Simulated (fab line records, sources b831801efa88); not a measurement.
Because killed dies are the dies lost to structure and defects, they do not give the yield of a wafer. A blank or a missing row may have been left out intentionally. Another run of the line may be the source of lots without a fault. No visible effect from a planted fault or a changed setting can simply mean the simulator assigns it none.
Matching of chambers -- flow sfq_line -- SFQ_TRILAYER_I7_CMP_CMP_184 on cmp-02: 4 sister chambers
The step polishes SiO2. 14 wafers are shown with their chamber, then 7 later ones without.

== WAFERS PAIRED WITH THEIR CHAMBERS ==
wafer,chamber,motor_current_A (A),time_to_endpoint_s (s),head_pressure_psi (psi)
L829.1,0,10.8,209,3.001
L829.2,1,10.6,208,2.996
L829.4,2,11.4,215,3.001
L831.2,0,11.0,210,2.983
L831.4,1,10.8,211,3.001
L831.3,3,10.5,212,3.005
L832.4,2,12.1,212,2.995
L832.5,0,10.5,213,3.007
L832.6,3,10.1,208,3.005
L834.3,3,10.3,201,3.002
L834.5,0,10.4,215,2.998
L834.6,3,10.9,206,3.009
L840.2,1,10.8,212,2.993
L840.3,0,10.7,222,3.003

SIGNATURES (means of the wafers above)
reading,chamber 0,chamber 1,chamber 2,chamber 3,scatter within a chamber
motor_current_A,10.680,10.733,11.750,10.450,0.291
time_to_endpoint_s,213.80,210.33,213.50,206.75,4.27
head_pressure_psi,2.99840,2.99667,2.99800,3.00525,0.00644
Rule: for a wafer and a chamber, the distance is found by dividing, reading by reading, the gap between the wafer's reading and the chamber's mean by the reading's scatter, squaring, summing and taking the root. If the next closest chamber is less than 2 further off than the closest, the wafer can't be placed; otherwise it belongs to the closest. The scatter is the square root of a quotient: the sum, over the shown wafers, of each reading's squared deviation from its chamber's mean, divided by wafers minus chambers.

== WAFERS MISSING THEIR CHAMBER ==
wafer,motor_current_A (A),time_to_endpoint_s (s),head_pressure_psi (psi)
L840.4,11.0,226,2.991
L846.3,10.0,206,3.000
L846.4,10.3,212,3.007
L846.6,10.2,209,2.992
L850.3,10.1,207,3.001
L850.2,10.7,202,2.996
L850.5,10.5,219,3.002

== WHICH CHAMBER EACH ONE RAN IN ==
wafer,from the rows above,in truth
L840.4,can't be placed: 0 or 1 or 2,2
L846.3,can't be placed: 3 or 1 or 0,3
L846.4,can't be placed: 3 or 0 or 1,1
L846.6,can't be placed: 1 or 0 or 3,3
L850.3,can't be placed: 3 or 1 or 0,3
L850.2,can't be placed: 1 or 3 or 0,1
L850.5,can't be placed: 0 or 1 or 3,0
0 of 7 placed correctly. Can't be placed from these rows: 7 (the true chamber is among the candidates in 7). Placed wrongly: 0.
